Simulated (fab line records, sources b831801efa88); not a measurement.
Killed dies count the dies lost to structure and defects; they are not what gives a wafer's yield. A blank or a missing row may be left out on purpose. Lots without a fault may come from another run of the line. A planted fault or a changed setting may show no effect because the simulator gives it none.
fab line records | flow sky130
[record] lots = 5 wafers = 15 lastDay = 49
route steps=708 shown SD_P@324 RES_XHIGH@332 PAD_OPEN@708
lots that met no fault: from a run of the same line without faults
startH: the number of hours between the record's first day and the start of the first shown wafer of the lot | waitH: time in hours since the lot's previous step | " unchanged from the row above | L1.1+2: a single row standing in for several wafers | - either no value or no given start | * or withheld: withheld | < > ~ a bound
route shown NAME@n: a module of which the file shows steps, and the number in the route of the first | usual: mean/standard deviation of fault-free wafers | same: alike in all rows | chamber/n: place in a boat | sites: the reading at each site | _std_site: the values' standard deviation | _edge_site: the outer-site mean with the inner-site mean subtracted | radiusMm: for every site, how far away it sits from the centre of the wafer | mask NAME#n: copy n | behind: tool/chamber where the wafer was last shaped | hold: what put the lot on hold/how long, in hours/how the hold closed | device: the n, p or np transistor that did not switch | end of line: the same wafers' tests at the end of the route | for a step that has no rows: nothing shown but its recipe | killed: not the wafer's yield, but the dies lost to structure and defects at the first sort | map: per-die view of a wafer (x killed, . not killed, _ where there is no die)
set.NAME: the setting as run; set.NAME@STEP: as run at that earlier step | model.NAME: the simulator's own value behind a step, which no gauge read
certain route steps with their lots: each step a table, each wafer a row
services: when a tool's chamber went out of use (startH, in hours from the record's first day, below 0 if earlier), for how many hours, and the reason
[[steps]]
[step SKY_SD_P_EXPOSE_04]
[recipe] maskId = PSDM na = 0.6 sourceShape = conventional sigmaOuter = 0.6 polarization = unpolarized targetCdNm = 380 doseMj = 138
[step SKY_SD_P_PEB_05]
[recipe] tempC = withheld timeS = * resist = NOVOLAK
[step SKY_SD_P_DEVELOP_06]
[recipe] resist = NOVOLAK developer = TMAH developTimeS = 61.7 devTempC = 23
[step SKY_SD_P_CD_MEAS_07]
[recipe] targetCdNm = 380
[usual] cdNm = 380.2/2.8
// columns lot.wafer tool chamber startH waitH cdNm
L664.3 cdSem-02 - 701.75 0.1 378.1
L664.5 " - " " 378.6
L664.6 " - " " 381.0
L668.1 cdSem-01 - 701.84 0.1 382.2
L668.2 " - " " 380.4
L668.4 " - " " 380.8
L675.1 cdSem-01 - 726.99 0.1 380.9
L675.3 " - " " 376.5
L675.6 " - " " 378.0
L677.1 cdSem-01 - 741.25 0.1 385.8
L677.3 " - " " 382.9
L677.6 " - " " 384.2
L678.2 cdSem-01 - 747.68 0.1 380.1
L678.4 " - " " 380.0
L678.6 " - " " 382.4
[step SKY_SD_P_OVL_MEAS_08]
[usual] SD_P_OVL = -1.0/1.3
// columns lot.wafer tool chamber startH waitH SD_P_OVL[nm]
L664.3 overlay-01 - 701.84 0.1 1.2
L664.5 " - " " 0.3
L664.6 " - " " -1.5
L668.1 overlay-02 - 701.96 0.1 -1.6
L668.2 " - " " -2.4
L668.4 " - " " -1.4
L675.1 overlay-01 - 727.11 0.1 1.3
L675.3 " - " " -2.2
L675.6 " - " " -1.8
L677.1 overlay-01 - 741.37 0.1 -0.8
L677.3 " - " " -0.8
L677.6 " - " " -2.5
L678.2 overlay-02 - 747.79 0.1 0.7
L678.4 " - " " 0.2
L678.6 " - " " -0.5
[step SKY_SD_P_IMPLANT_09]
[recipe] species = BF2 energyKev = 20 doseCm2 = 3e+15 tiltDeg = 0
[step SKY_SD_P_STRIP_10]
[recipe] chemistry = O2/N2 powerW = 1400 pressureMtorr = 1500 platenTempC = withheld o2FlowSccm = 3000 n2FlowSccm = 300 overashFraction = 0.5
[usual] drypumpMotorCurrentA = 5.6/0.4 oesProductAu = 0.617/0.0046 stripTimeToEndpointS = 17.51/0.046
// columns lot.wafer tool chamber startH waitH drypumpMotorCurrentA oesProductAu rfHoursCounterH stripTimeToEndpointS
L664.3 plasmaAsher-01 0 702.05 0.1 5.5 0.609 - 17.53
L664.5 " 0 " " 5.5 0.612 - 17.54
L664.6 " 1 " " 5.0 0.621 - 17.51
L668.1 plasmaAsher-03 1 702.14 0.1 5.3 0.611 92 17.46
L668.2 " 0 " " 5.5 0.614 92 17.49
L668.4 " 1 " " 5.3 0.616 - 17.48
L675.1 plasmaAsher-04 1 727.29 0.1 6.2 0.615 94 17.50
L675.3 " 0 " " 5.8 0.613 - 17.48
L675.6 " 1 " " 6.2 0.613 - 17.45
L677.1 plasmaAsher-01 0 741.56 0.1 5.5 0.621 62 17.50
L677.3 " 1 " " 5.0 0.616 - 17.50
L677.6 " 1 " " 5.0 0.611 - 17.50
L678.2 plasmaAsher-01 0 747.97 0.1 5.5 0.623 63 17.55
L678.4 " 0 " " 5.5 0.616 - 17.53
L678.6 " 0 " " 5.5 0.616 - 17.56
[step SKY_SD_P_TW_MEAS_11]
[usual] SD_P_TW = 2825/18
// columns lot.wafer tool chamber startH waitH SD_P_TW
L664.3 filmMetro-03 - 702.14 0.1 2847
L664.5 " - " " 2850
L664.6 " - " " 2864
L668.1 filmMetro-01 - 702.24 0.1 2802
L668.2 " - " " 2787
L668.4 " - " " 2793
L675.1 filmMetro-01 - 727.39 0.1 2832
L675.3 " - " " 2818
L675.6 " - " " 2822
L677.1 filmMetro-01 - 741.66 0.1 2812
L677.3 " - " " 2818
L677.6 " - " " 2817
L678.2 filmMetro-04 - 748.08 0.1 2818
L678.4 " - " " 2814
L678.6 " - " " 2804
[step SKY_RES_XHIGH_DEHYDRATE_00]
[recipe] tempC = 200 timeS = 60
[step SKY_RES_XHIGH_HMDS_01]
[recipe] primeTimeS = 60 primeTempC = 120
[step SKY_RES_XHIGH_COAT_02]
[recipe] resist = NOVOLAK spinRpm = 3000 resistThkNm = 1140
[step SKY_RES_XHIGH_SOFTBAKE_03]
[recipe] tempC = 90 timeS = 60 resist = NOVOLAK
[step SKY_RES_XHIGH_EXPOSE_04]
[recipe] maskId = URPM na = 0.6 sourceShape = conventional sigmaOuter = 0.6 polarization = unpolarized targetCdNm = 1270 doseMj = 140
// columns lot.wafer tool chamber startH waitH mask
L664.3+5+6 ilineStepper-01 0 715.45 - URPM#0
L668.1+2+4 ilineStepper-02 0 715.66 - URPM_R1#0
L675.1+3+6 ilineStepper-01 0 739.86 - URPM#0
L677.1+3+6 ilineStepper-02 0 755.82 - URPM#0
L678.2+4+6 ilineStepper-01 0 761.56 - URPM#0
[step SKY_RES_XHIGH_PEB_05]
[recipe] tempC = withheld timeS = * resist = NOVOLAK
[step SKY_PAD_OPEN_PROBE_99]
[usual] killed_at_M0_to_M3 = 43/7.3 killed_at_M4_up = 3.5/2.2 killedAtContacts = 24/5.3 killedAtFrontEnd = 15/4.2 killedAtOther = 0.3/0.67 killedDies = 86/9.8 killedOpen = 47/7.2 killedShort = 39/6.5
[same] grossDies = 492 killedAtBackSide = 0
// columns lot.wafer tool chamber startH waitH killed_at_M0_to_M3 killed_at_M4_up killedAtContacts killedAtFrontEnd killedAtOther killedDies killedOpen killedShort
L668.1 prober-02 - 1157.11 0.1 35 2 43 23 0 103 53 48
L668.2 prober-02 - 1157.16 0.1 44 2 16 12 0 74 38 36
L668.4 prober-02 - 1157.26 0.2 41 4 27 21 0 93 49 44
L677.1 prober-01 - 1181.26 0.1 56 2 23 16 1 98 57 41
L677.3 prober-01 - 1181.36 0.2 49 2 25 13 0 89 57 30
L677.6 prober-01 - 1181.51 0.2 48 7 22 16 0 93 43 50
L678.2 prober-02 - 1184.42 0.1 58 3 18 21 0 100 53 47
L678.4 prober-02 - 1184.52 0.2 49 1 25 25 0 100 57 43
L678.6 prober-02 - 1184.62 0.2 42 3 24 17 0 86 46 39
// killed by level:class
L668.1 CONTACT:geometricParticle:open=15 FIELD_ISO:geometricParticle:open=9 LI_CONTACT:geometricParticle:open=9 CONTACT:geometricParticle:short=9 VIA3:geometricParticle:open=7 FIELD_ISO:geometricParticle:short=5 LI_CONTACT:geometricParticle:short=5 LOCAL_INTERCONNECT:geometricParticle:short=5
L668.2 VIA1:geometricParticle:open=13 CONTACT:geometricParticle:open=6 METAL2:geometricParticle:short=6 VIA3:geometricParticle:open=6 METAL1:geometricParticle:short=5 FIELD_ISO:geometricParticle:short=4 VIA2:geometricParticle:open=4 POLY_GATE:geometricParticle:short=3
L668.4 VIA2:geometricParticle:open=8 CONTACT:geometricParticle:short=8 CONTACT:geometricParticle:open=8 METAL1:geometricParticle:short=8 VIA3:geometricParticle:open=8 POLY_GATE:geometricParticle:open=6 FIELD_ISO:geometricParticle:open=5 LI_CONTACT:geometricParticle:open=5
L677.1 VIA1:geometricParticle:open=15 CONTACT:geometricParticle:open=10 METAL2:geometricParticle:short=9 VIA3:geometricParticle:open=9 VIA2:geometricParticle:open=8 FIELD_ISO:geometricParticle:short=6 VIA1:geometricParticle:short=5 LI_CONTACT:geometricParticle:open=4
L677.3 VIA1:geometricParticle:open=13 VIA2:geometricParticle:open=11 CONTACT:geometricParticle:open=9 LI_CONTACT:geometricParticle:open=6 METAL1:geometricParticle:short=6 METAL2:geometricParticle:short=6 VIA3:geometricParticle:open=5 LOCAL_INTERCONNECT:geometricParticle:short=4
L677.6 VIA1:geometricParticle:open=12 METAL2:geometricParticle:short=7 VIA1:geometricParticle:short=7 LI_CONTACT:geometricParticle:open=7 VIA2:geometricParticle:open=5 LOCAL_INTERCONNECT:geometricParticle:short=5 METAL1:geometricParticle:short=5 POLY_GATE:geometricParticle:open=4
L678.2 VIA1:geometricParticle:open=17 METAL1:geometricParticle:short=10 CONTACT:geometricParticle:open=8 VIA3:geometricParticle:open=7 FIELD_ISO:geometricParticle:short=6 POLY_GATE:geometricParticle:open=5 CONTACT:geometricParticle:short=5 VIA1:geometricParticle:short=5
L678.4 VIA1:geometricParticle:open=9 VIA2:geometricParticle:open=9 CONTACT:geometricParticle:open=8 VIA1:geometricParticle:short=8 VIA3:geometricParticle:open=8 FIELD_ISO:geometricParticle:open=7 LI_CONTACT:geometricParticle:open=7 FIELD_ISO:geometricParticle:short=5
L678.6 VIA1:geometricParticle:open=10 LI_CONTACT:geometricParticle:open=8 LOCAL_INTERCONNECT:geometricParticle:short=6 VIA1:geometricParticle:short=6 VIA3:geometricParticle:open=6 VIA2:geometricParticle:open=5 POLY_GATE:geometricParticle:open=4 FIELD_ISO:geometricParticle:short=4
[[services]]
// columns tool chamber startH hours kind
plasmaAsher-04 - 686.57 4.2 repair
ilineStepper-01 - 704.73 4.3 pm
ilineStepper-02 - 710.03 4.4 pm
ilineStepper-01 - 716.19 1.7 pm
ilineStepper-01 0 730.41 - calibration
plasmaAsher-03 - 733.80 9.0 pm
plasmaAsher-03 0 733.80 9.0 ventCycle
plasmaAsher-03 1 733.80 9.0 ventCycle
ilineStepper-02 - 735.34 15.6 repair
plasmaAsher-03 0 742.80 - clean
plasmaAsher-03 1 742.80 - clean
[[key]]
[firstSign] step = SKY_RES_XHIGH_EXPOSE_04 reading = mask direction = changed
effect none on later readings
metAt SKY_RES_XHIGH_EXPOSE_04
struckWafers L668.1,L668.2,L668.4
testerLeftOut L668
[fault] kind = wrongMask tool = any chamber = - onsetH = 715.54 steps = SKY_RES_XHIGH_EXPOSE_04 auxCopy = URPM_R1#0 cdOffsetNm = 190 scope = struckLotsOnly
// testerLeftOut: of these lots the tester's yield and bins aren't shown, on N5 and GAA mostly nor the transistor test; their killed dies are dies lost to structure and defects alone, not to doping, threshold or leakage, so they don't give the yield
